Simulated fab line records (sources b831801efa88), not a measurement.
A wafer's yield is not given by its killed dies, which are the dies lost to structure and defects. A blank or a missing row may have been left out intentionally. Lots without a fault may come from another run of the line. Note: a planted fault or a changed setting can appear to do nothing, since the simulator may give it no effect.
A lot that was struck, set against a sound lot + flow gf180mcu + 16 out of 602 route steps
Sound: these wafers, L302.2, L302.3, L302.4. Struck: wafers L313.3, L313.6 (left out: L313.5, a lot-mate that was not struck); the cause follows at the end.
For every step that has rows: the tool of each side, followed by ch and its chambers, followed by its first start. Under that, the readings that differ: sound wafers + struck wafers + difference of the means + sigmas: that difference in standard deviations of wafers without a fault.
alike: readings whose means differ by less than 2 such deviations, and words and numbers that are the same on both sides. not compared: withheld readings, readings that some wafer has no value for, bounds like >300 that may hide the same value, and numbers for which the record gives no deviation and whose values overlap.
A row with sigmas, a row that says differs or no value, or rows on one side alone: a step with any of these is where the two part. When numbers do not overlap yet have no deviation, they are printed without sigmas and do not part them. Lack of a reading on every wafer of one side parts them only where that side has two or more wafers.

first, 6 steps without rows for these wafers: GF_M3_HMDS_08 (prime time 60 s); GF_M3_COAT_09 (resist thk 990.7 nm); GF_M3_SOFTBAKE_10 (time 60 s); GF_M3_EXPOSE_11 (exposes mask Metal3, target cd 280 nm); GF_M3_PEB_12 (peb time 90 s); GF_M3_DEVELOP_13 (develop time 60 s).
GF_M3_CD_MEAS_14 targets a cd of 280 nm.
  sound on cdSem-02, day 22 06:04; struck on cdSem-01, day 26 03:03
| reading   | sound             | struck      | difference | sigmas |
|-----------|-------------------|-------------|------------|--------|
| cdNm (nm) | 279.4 279.4 279.0 | 281.5 282.3 | +2.6       | +2     |
GF_M3_OVL_MEAS_15:
  sound on overlay-02, day 22 06:10; struck on overlay-01, day 26 03:08
  alike: M3_OVL
GF_M3_METAL_ETCH_16: etches the open film in Cl2/BCl3, stops on SiO2, target depth 627.5 nm, time 104.6 s.
  sound on rieMetal-03 ch 0,1, day 22 06:12; struck on rieMetal-03 ch 1, day 26 03:12
  alike: biasW, drypumpMotorCurrentA, oesProductAu, rfFwdPowerW, throttleValvePct
  not compared: rfHoursCounterH
GF_M3_STRIP_17: strips in O2/N2.
  sound on plasmaAsher-01 ch 0,1, day 22 06:19; struck on plasmaAsher-01 ch 0, day 26 03:19
  alike: drypumpMotorCurrentA, heaterPowerW, oesProductAu, stripTimeToEndpointS
  not compared: rfHoursCounterH
then, 2 steps without rows for these wafers: GF_M3_STRIP_18 (strips in post etch residue remover, time 1200 s); GF_M3_CLEAN_19 (cleans in DIW).
GF_V3_CVD_00: deposits SiO2, target thk 600 nm, time 100 s.
  sound on hdpcvd-02 ch 0,1, day 22 06:50; struck on hdpcvd-01 ch 2, day 26 03:49
| reading                            | sound             | struck      | difference | sigmas |
|------------------------------------|-------------------|-------------|------------|--------|
| sih4FlowSccm (sccm)                | 60.51 60.21 59.96 | 51.08 51.24 | -9.07      | -48    |
| model.SiO2_of_V3_CVD_00.thkNm (nm) | 595.6 601.2 602.4 | 518.6 511   | -84.9      |        |
  alike: pressureMtorr
GF_V3_THK_MEAS_01:
  sound on filmMetro-02, day 22 06:55; struck on filmMetro-01, day 26 03:54
| reading            | sound       | struck  | difference | sigmas |
|--------------------|-------------|---------|------------|--------|
| V3_CVD_00_THK (nm) | 595 601 602 | 519 511 | -84        | -13    |
GF_V3_CVD_02: deposits SiO2 from TEOS, target thk 850 nm, time 94.851 s.
  sound on pecvd-02 ch 0,1, day 22 06:58; struck on pecvd-04 ch 0,1, day 26 03:56
  alike: heaterPowerW, rfFwdPowerW
  not compared: sinceWetCleanH
following that, these wafers have no rows for 1 step: GF_PASSIVATION_PROBE_99.

WHERE THEY PART
Earliest at GF_M3_CD_MEAS_14; latest, in this record, at GF_V3_THK_MEAS_01. Later steps at which nothing parts them and some readings are alike: GF_V3_CVD_02.

WHY: whatever the simulator had introduced
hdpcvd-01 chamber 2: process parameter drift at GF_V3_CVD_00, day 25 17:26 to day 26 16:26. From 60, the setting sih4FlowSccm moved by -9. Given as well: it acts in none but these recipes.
